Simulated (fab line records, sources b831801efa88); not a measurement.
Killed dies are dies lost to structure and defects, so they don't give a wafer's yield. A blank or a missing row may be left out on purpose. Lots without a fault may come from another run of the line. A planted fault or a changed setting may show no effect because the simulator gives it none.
A struck lot beside a sound one | flow sfq_line | 13 steps out of a route of 325
Sound: wafers L820.1, L820.4, L820.6. Struck: wafers L834.1, L834.3, L834.6. The cause comes at the end.
At each step with rows: each side's tool, then ch and its chambers, then its first start. Under that, the readings that differ: sound wafers | struck wafers | difference of the means | sigmas: that difference in standard deviations of wafers without a fault.
alike: readings whose means differ by less than 2 such deviations, and words and numbers that are the same on both sides. not compared: withheld readings, readings that some wafer has no value for, bounds like >300 that may hide the same value, and numbers for which the record gives no deviation and whose values overlap.
The two part at a step that has a row with sigmas, a row that says differs or no value, or rows on one side only. Numbers that don't overlap but have no deviation are shown without sigmas and don't part them. A reading that every wafer of one side lacks parts them only if that side has two wafers or more.

SFQ_TRILAYER_I6_VIA_ETCH_VIA_ETCH_172: etches SiO2 in CHF3, stops on Nb, target depth 260 nm.
  sound on rie_diel-04 ch 0,1,2, day 73 02:15; struck on rie_diel-03 ch 0,2, day 86 02:31
  alike: drypump_motor_current_A, oes_product_au
SFQ_TRILAYER_I6_VIA_STRIP_STRIP_173: strips in O2.
  sound on rie_metal-03 ch 0,1, day 73 02:22; struck on rie_metal-04 ch 0,1, day 86 02:38
  alike: drypump_motor_current_A, oes_product_au
  not compared: rf_hours_counter_h
then, 2 steps without rows for these wafers: SFQ_TRILAYER_I6_VIA_STRIP_SOLV_CLEAN_174 (cleans in NMP, time 600 s); SFQ_TRILAYER_M7_DEP_PRE_CLEAN_176 (time 22.5 s).
SFQ_TRILAYER_M7_DEP_SPUTTER_175: material Nb, target thk 200 nm, time 133.3 s.
  sound on pvd_sputter-06, day 73 03:12; struck on pvd_sputter-03, day 86 03:37
  alike: throttle_valve_pct
SFQ_M7_RS_MEAS_943: measures by four-point-probe.
  sound on film_metro-02, day 73 03:17; struck on film_metro-01, day 86 03:42
  alike: M7_NB_RS
then, 5 steps without rows for these wafers: SFQ_TRILAYER_M7_LITHO_COAT_182 (resist thk 62 nm); SFQ_TRILAYER_M7_LITHO_COAT_177 (resist thk 600 nm); SFQ_TRILAYER_M7_LITHO_SOFTBAKE_181; SFQ_TRILAYER_M7_LITHO_EXPOSE_178 (exposes mask M7, target cd 500 nm); SFQ_TRILAYER_M7_LITHO_PEB_180 (peb time 60 s).
SFQ_TRILAYER_M7_LITHO_DEVELOP_179: time 60 s.
  sound on litho_track-01 ch 0, day 78 01:28; struck on litho_track-01, day 86 06:26
  no value came back on the struck wafers for chill_plate_temp_C (C), exhaust_pa (Pa); on the sound wafers chill_plate_temp_C (C) reads 23.20 23.04 22.94
  reading                                             | sound             | struck            | difference | sigmas
  model.KrF_of_TRILAYER_M7_LITHO_COAT_177.thk_nm (nm) | 578.7 579.7 577.9 | 600.1 600.1 597.8 | +20.6      |
SFQ_M7_OVL_MEAS_945:
  sound on overlay-01, day 78 01:37; struck on overlay-02, day 86 06:35
  reading     | sound   | struck | difference                    | sigmas
  M7_OVL (nm) | 0 -2 -4 | - - -  | no value on the struck wafers |

WHERE THEY PART
First at SFQ_TRILAYER_M7_LITHO_DEVELOP_179; last, within this record, at SFQ_M7_OVL_MEAS_945.

WHY: what the simulator had put in
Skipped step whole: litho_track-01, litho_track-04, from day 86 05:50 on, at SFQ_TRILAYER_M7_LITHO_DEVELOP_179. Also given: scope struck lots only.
